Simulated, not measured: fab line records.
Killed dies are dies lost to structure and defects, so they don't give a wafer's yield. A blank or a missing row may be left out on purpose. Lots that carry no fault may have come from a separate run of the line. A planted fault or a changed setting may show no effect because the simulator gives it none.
Chamber matching	flow sky130	rieDiel-03 running SKY_METAL3_ETCH_17: 4 sister chambers
The step etches SiO2 in C4F8/O2/Ar, stops on TiN, time 3.9 s, target depth 15 nm. 4 wafers are shown with their chamber, then 10 later ones without.

== EACH WAFER AND ITS CHAMBER ==
wafer	chamber	oesProductAu (a.u.)
L079.3	1	0.752
L084.6	3	0.760
L092.1	0	0.753
L092.2	2	0.748

== WAFERS MISSING THEIR CHAMBER ==
wafer	oesProductAu (a.u.)
L092.3	0.759
L092.4	0.755
L092.5	0.753
L092.6	0.751
L093.1	0.753
L093.3	0.756
L093.5	0.759
L095.1	0.747
L095.2	0.751
L095.4	0.765

== THE CHAMBER EACH PASSED THROUGH ==
wafer	from the rows above	in truth
L092.3	3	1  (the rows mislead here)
L092.4	can't be placed: 0 or 1 or 3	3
L092.5	can't be placed: 0 or 1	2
L092.6	can't be placed: 1 or 0 or 2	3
L093.1	can't be placed: 0 or 1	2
L093.3	can't be placed: 0 or 1 or 3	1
L093.5	3	3
L095.1	can't be placed: 2 or 1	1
L095.2	can't be placed: 1 or 0 or 2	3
L095.4	3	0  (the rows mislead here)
Correct placement for 1 of the 10. Can't be placed from these rows: 7 (the true chamber is among the candidates in 3). Number placed wrongly: 2.
How it was worked out, from the rows above alone: a wafer's distance from a chamber is the root of the sum, over the readings, of the square of ((its reading less the chamber's mean) divided by the reading's scatter). If the next closest chamber is less than 2 further off than the closest, the wafer can't be placed; otherwise it belongs to the closest. A chamber's mean is the mean of its shown wafers. The scatter: root of mean squared gap, hidden wafer to nearest shown wafer, with one shown wafer a chamber.
